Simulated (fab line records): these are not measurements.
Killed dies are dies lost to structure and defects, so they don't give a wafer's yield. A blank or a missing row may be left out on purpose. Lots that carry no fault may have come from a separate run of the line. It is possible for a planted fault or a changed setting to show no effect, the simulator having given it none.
fab line records ; flow sky130 ; part 2 of 2: steps 24 to 34 of 34
record lots=5; wafers=15; lastDay=50
route steps=708 shown METAL4@629 VIA4@639 METAL5@661
lots that met no fault: taken from a fault-free run of the same line
startH: the number of hours between the record's first day and the start of the first shown wafer of the lot ; waitH: hours since the lot's step before ; " unchanged from the row above ; L1.1+2: one row covering several wafers at once ; - no value present, or no start provided ; * or withheld: withheld ; < > ~ a bound
route shown NAME@n: names a module that has steps shown in the file, with the first one's number in the route ; usual: average and standard deviation across the fault-free wafers ; same: alike in all rows ; chamber/n: place in a boat ; sites: the reading at each site ; _std_site: standard deviation of those values ; _edge_site: outer sites' mean less inner sites' ; radiusMm: for every site, how far away it sits from the centre of the wafer ; mask NAME#n: copy n ; behind: the tool/chamber that last shaped the wafer ; hold: cause of the lot's hold/its duration in hours/its outcome ; device: names the non-switching transistor (n, p or np) ; end of line: the tests these same wafers got at the end of their route ; where a step has no rows: the recipe by itself ; killed: dies lost to structure and defects at the first sort, not the wafer's yield ; map: the dies of a wafer, with x for killed, . for not killed, _ for no die there
set.NAME: the setting as run; set.NAME@STEP: as run at that earlier step ; model.NAME: the simulator's own value behind a step, which no gauge read
lots at selected steps of the route; one table per step, one row per wafer
services: from which hour (startH, from the record's first day; less than 0 if before it) a tool's chamber was out of use, for how many hours, and why
## steps
# step SKY_VIA4_STRIP_13
# recipe chemistry=O2/N2; powerW=1400; pressureMtorr=1500; platenTempC=withheld; o2FlowSccm=3000; n2FlowSccm=300; overashFraction=0.5
# usual drypumpMotorCurrentA=5.9/0.32; oesProductAu=0.710/0.0043; stripTimeToEndpointS=12.79/0.032
# same overashFraction=0.5
lot.wafer;tool;chamber;startH;waitH;drypumpMotorCurrentA;oesProductAu;rfHoursCounterH;stripTimeToEndpointS
L074.1;plasmaAsher-01;1;1004.03;-;6.5;0.712;87;12.79
L074.2;plasmaAsher-01;0;1004.03;-;6.3;0.713;87;12.82
L074.3;plasmaAsher-01;0;1004.03;-;6.3;0.709;-;12.75
L080.2;plasmaAsher-03;1;1037.60;-;6.0;0.713;125;12.77
L080.3;plasmaAsher-03;0;1037.60;-;5.5;0.712;-;12.79
L080.4;plasmaAsher-03;1;1037.60;-;6.0;0.714;-;12.82
L092.1;plasmaAsher-03;1;1118.78;-;5.9;0.710;5;12.75
L092.2;plasmaAsher-03;0;1118.78;-;5.5;0.714;5;12.83
L092.6;plasmaAsher-03;0;1118.78;-;5.5;0.709;-;12.82
L093.3;plasmaAsher-01;0;1134.73;-;6.2;0.714;-;12.80
L093.4;plasmaAsher-01;1;1134.73;-;6.5;0.706;-;12.81
L093.6;plasmaAsher-01;0;1134.73;-;6.3;0.709;-;12.83
L097.1;plasmaAsher-02;0;1141.93;-;5.6;0.711;40;12.78
L097.4;plasmaAsher-02;0;1141.93;-;5.6;0.712;-;12.76
L097.6;plasmaAsher-02;0;1141.93;-;5.6;0.719;-;12.78
# step SKY_VIA4_STRIP_14
# recipe chemistry=postEtchResidueRemover; timeS=1200; tempC=72.5
lot.wafer;tool;chamber;startH;waitH
L074.1+2+3;wetBench-04;3;1004.13;0.1
L080.2+3+4;wetBench-04;2;1037.70;0.1
L092.1+2+6;wetBench-04;1;1118.91;0.1
L093.3+4+6;wetBench-03;3;1134.81;0.0
L097.1+4+6;wetBench-03;3;1142.03;0.1
# step SKY_VIA4_CLEAN_15
# recipe chemistry=IPA; timeS=180; tempC=25
lot.wafer;tool;chamber;startH;waitH
L074.1+2+3;wetBench-04;2;1004.47;0.0
L080.2+3+4;wetBench-04;3;1038.04;0.0
L092.1+2+6;wetBench-04;1;1119.25;0.0
L093.3+4+6;wetBench-02;2;1135.17;0.0
L097.1+4+6;wetBench-04;0;1142.37;0.0
# step SKY_VIA4_CLEAN_16
# recipe chemistry=O3/DIW; dry=n2Spin
lot.wafer;tool;chamber;startH;waitH
L074.1+2+3;wetBench-02;3;1004.53;0.0
L080.2+3+4;wetBench-02;2;1038.10;0.0
L092.1+2+6;wetBench-03;1;1119.35;0.0
L093.3+4+6;wetBench-02;2;1135.24;0.0
L097.1+4+6;wetBench-03;2;1142.43;0.0
# step SKY_VIA4_SPUTTER_17
# recipe material=TiN; targetThkNm=20; chamberPressurePa=5; powerW=4000; timeS=80
# usual throttleValvePct=29.6/0.88
lot.wafer;tool;chamber;startH;waitH;throttleValvePct
L074.1;pvdSputter-02;-;1004.63;0.0;29.1
L074.2;pvdSputter-02;-;1004.63;0.0;30.4
L074.3;pvdSputter-02;-;1004.63;0.0;29.4
L080.2;pvdSputter-03;-;1038.19;0.0;28.9
L080.3;pvdSputter-03;-;1038.19;0.0;30.2
L080.4;pvdSputter-03;-;1038.19;0.0;31.1
L092.1;pvdSputter-01;-;1119.44;0.0;30.8
L092.2;pvdSputter-01;-;1119.44;0.0;29.1
L092.6;pvdSputter-01;-;1119.44;0.0;29.5
L093.3;pvdSputter-01;-;1135.35;0.0;29.2
L093.4;pvdSputter-01;-;1135.35;0.0;30.7
L093.6;pvdSputter-01;-;1135.35;0.0;29.3
L097.1;pvdSputter-02;-;1142.52;0.0;30.1
L097.4;pvdSputter-02;-;1142.52;0.0;30.1
L097.6;pvdSputter-02;-;1142.52;0.0;28.2
# step SKY_VIA4_CVD_18
# recipe material=W; targetThkNm=505; timeS=152.14; tempC=400; pressureTorr=40
# usual heaterPowerW=830/68; susceptorTempC=400.01/0.21
lot.wafer;tool;chamber;startH;waitH;heaterPowerW;susceptorTempC
L074.1;cvdW-01;0;1004.69;0.0;908;399.95
L074.2;cvdW-01;1;1004.69;0.0;751;399.79
L074.3;cvdW-01;0;1004.69;0.0;885;399.82
L080.2;cvdW-02;1;1038.25;0.0;830;399.97
L080.3;cvdW-02;1;1038.25;0.0;839;400.13
L080.4;cvdW-02;0;1038.25;0.0;874;399.76
L092.1;cvdW-02;1;1119.50;0.0;832;400.30
L092.2;cvdW-02;0;1119.50;0.0;872;399.62
L092.6;cvdW-02;0;1119.50;0.0;884;399.92
L093.3;cvdW-01;1;1135.46;0.1;751;399.97
L093.4;cvdW-01;0;1135.46;0.1;886;399.92
L093.6;cvdW-01;1;1135.46;0.1;717;399.90
L097.1;cvdW-02;0;1142.58;0.0;895;399.90
L097.4;cvdW-02;0;1142.58;0.0;895;400.01
L097.6;cvdW-02;0;1142.58;0.0;857;399.87
# step SKY_VIA4_RS_MEAS_19
# recipe thkMeasGauge=four-point-probe; reads=W_of_VIA4_CVD_18+TiN_of_VIA4_SPUTTER_17
# usual VIA4_W_RS=0.2267/0.0022
lot.wafer;tool;chamber;startH;waitH;VIA4_W_RS[ohm/sq]
L074.1;filmMetro-01;-;1004.84;0.1;0.2253
L074.2;filmMetro-01;-;1004.84;0.1;0.2271
L074.3;filmMetro-01;-;1004.84;0.1;0.2214
L080.2;filmMetro-01;-;1038.42;0.1;0.2311
L080.3;filmMetro-01;-;1038.42;0.1;0.2253
L080.4;filmMetro-01;-;1038.42;0.1;0.2302
L092.1;filmMetro-04;-;1119.65;0.1;0.2287
L092.2;filmMetro-04;-;1119.65;0.1;0.2300
L092.6;filmMetro-04;-;1119.65;0.1;0.2292
L093.3;filmMetro-03;-;1135.60;0.1;0.2248
L093.4;filmMetro-03;-;1135.60;0.1;0.2241
L093.6;filmMetro-03;-;1135.60;0.1;0.2234
L097.1;filmMetro-04;-;1142.73;0.1;0.2307
L097.4;filmMetro-04;-;1142.73;0.1;0.2269
L097.6;filmMetro-04;-;1142.73;0.1;0.2271
# step SKY_VIA4_THK_MEAS_20
# recipe thkMeasGauge=xrf; reads=W_of_VIA4_CVD_18
# usual VIA4_W_THK=499/6.7
lot.wafer;tool;chamber;startH;waitH;VIA4_W_THK[nm]
L074.1;filmMetro-01;-;1004.96;0.1;513
L074.2;filmMetro-01;-;1004.96;0.1;503
L074.3;filmMetro-01;-;1004.96;0.1;519
L080.2;filmMetro-01;-;1038.53;0.1;495
L080.3;filmMetro-01;-;1038.53;0.1;508
L080.4;filmMetro-01;-;1038.53;0.1;499
L092.1;filmMetro-04;-;1119.77;0.1;492
L092.2;filmMetro-04;-;1119.77;0.1;487
L092.6;filmMetro-04;-;1119.77;0.1;488
L093.3;filmMetro-03;-;1135.70;0.1;498
L093.4;filmMetro-03;-;1135.70;0.1;500
L093.6;filmMetro-03;-;1135.70;0.1;505
L097.1;filmMetro-04;-;1142.85;0.1;489
L097.4;filmMetro-04;-;1142.85;0.1;497
L097.6;filmMetro-04;-;1142.85;0.1;499
# step SKY_VIA4_CMP_21
# recipe stopOn=SiO2; tOverpolishS=25; downForcePsi=3.5; platenRpm=60; targetThkNm=0; padVelocityMS=0.94248
# usual headPressurePsi=3.500/0.0077; motorCurrentA=10.8/1.5; overpolishRunS=25.001/0.0091; timeToEndpointS=121/4.7
# same tOverpolishS=25
lot.wafer;tool;chamber;startH;waitH;headPressurePsi;motorCurrentA;overpolishRunS;timeToEndpointS
L074.1;cmp-01;0;1005.07;0.1;3.490;9.1;25.002;122
L074.3;cmp-01;1;1005.07;0.1;3.505;12.2;24.997;119
L074.2;cmp-01;2;1005.07;0.1;3.516;11.9;25.007;126
L080.3;cmp-02;1;1038.63;0.1;3.492;10.6;24.999;116
L080.2;cmp-02;2;1038.63;0.1;3.498;13.6;25.005;117
L080.4;cmp-02;3;1038.63;0.1;3.497;9.9;24.992;115
L092.1;cmp-01;3;1119.93;0.1;3.506;9.6;24.996;114
L092.2;cmp-01;0;1119.93;0.1;3.499;9.3;25.000;119
L092.6;cmp-01;1;1119.93;0.1;3.498;11.8;24.996;113
L093.4;cmp-01;3;1135.74;0.0;3.496;9.4;24.993;120
L093.3;cmp-01;0;1135.74;0.0;3.499;9.2;24.990;126
L093.6;cmp-01;0;1135.74;0.0;3.507;9.3;24.999;128
L097.1;cmp-02;1;1142.96;0.1;3.503;11.0;25.018;114
L097.4;cmp-02;3;1142.96;0.1;3.501;9.8;25.012;115
L097.6;cmp-02;0;1142.96;0.1;3.503;9.3;25.005;124
# step SKY_METAL5_SPUTTER_00
# recipe material=Ti; targetThkNm=15; powerW=3000; timeS=10; chamberPressurePa=0.4
# usual throttleValvePct=29.8/0.82
lot.wafer;tool;chamber;startH;waitH;throttleValvePct
L074.1;pvdSputter-03;-;1005.32;0.2;30.0
L074.2;pvdSputter-03;-;1005.32;0.2;31.1
L074.3;pvdSputter-03;-;1005.32;0.2;30.9
L080.2;pvdSputter-03;-;1038.88;0.1;29.0
L080.3;pvdSputter-03;-;1038.88;0.1;31.1
L080.4;pvdSputter-03;-;1038.88;0.1;29.9
L092.1;pvdSputter-01;-;1120.13;0.1;30.6
L092.2;pvdSputter-01;-;1120.13;0.1;29.9
L092.6;pvdSputter-01;-;1120.13;0.1;29.3
L093.3;pvdSputter-01;-;1136.04;0.2;28.7
L093.4;pvdSputter-01;-;1136.04;0.2;30.8
L093.6;pvdSputter-01;-;1136.04;0.2;30.4
L097.1;pvdSputter-01;-;1143.21;0.2;29.2
L097.4;pvdSputter-01;-;1143.21;0.2;29.9
L097.6;pvdSputter-01;-;1143.21;0.2;30.1
# step SKY_METAL5_SPUTTER_01
# recipe material=TiN; targetThkNm=20; powerW=6500; timeS=16.7; chamberPressurePa=0.4
# usual throttleValvePct=29.8/0.84
lot.wafer;tool;chamber;startH;waitH;throttleValvePct
L074.1;pvdSputter-03;-;1005.34;0.0;30.0
L074.2;pvdSputter-03;-;1005.34;0.0;31.3
L074.3;pvdSputter-03;-;1005.34;0.0;30.9
L080.2;pvdSputter-03;-;1038.90;0.0;29.0
L080.3;pvdSputter-03;-;1038.90;0.0;31.1
L080.4;pvdSputter-03;-;1038.90;0.0;30.1
L092.1;pvdSputter-01;-;1120.15;0.0;30.7
L092.2;pvdSputter-01;-;1120.15;0.0;30.5
L092.6;pvdSputter-01;-;1120.15;0.0;29.6
L093.3;pvdSputter-01;-;1136.07;0.0;28.9
L093.4;pvdSputter-01;-;1136.07;0.0;30.6
L093.6;pvdSputter-01;-;1136.07;0.0;30.3
L097.1;pvdSputter-01;-;1143.23;0.0;29.5
L097.4;pvdSputter-01;-;1143.23;0.0;30.3
L097.6;pvdSputter-01;-;1143.23;0.0;30.1
## services
tool;chamber;startH;hours;kind
cmp-01;-;954.67;9.8;repair
cmp-01;-;963.10;0.7;repair
cmp-01;-;981.69;0.6;repair
cmp-01;-;993.37;8.0;repair
cvdW-02;-;1010.73;6.0;pm
plasmaAsher-01;-;1031.54;0.4;repair
rieMetal-01;-;1031.56;0.8;repair
plasmaAsher-03;-;1031.88;1.2;repair
rieDiel-03;-;1044.62;12.1;repair
cmp-01;-;1045.02;6.3;pm
rieMetal-02;0;1045.28;3.6;repair
plasmaAsher-03;-;1055.25;9.0;pm
rieMetal-02;-;1055.55;0.4;repair
plasmaAsher-01;-;1055.88;2.8;pm
pvdSputter-03;-;1058.94;89.3;repair
cmp-02;-;1059.55;0.9;repair
rieDiel-03;2;1070.43;4.6;repair
cmp-02;-;1084.86;4.0;pm
rieMetal-01;-;1088.78;1.1;repair
ilineStepper-01;-;1106.25;4.0;repair
cmp-01;-;1129.72;5.2;pm
rieDiel-03;0;1137.41;9.2;repair
rieMetal-01;0;1138.94;17.7;repair
plasmaAsher-03;-;1139.82;4.3;pm
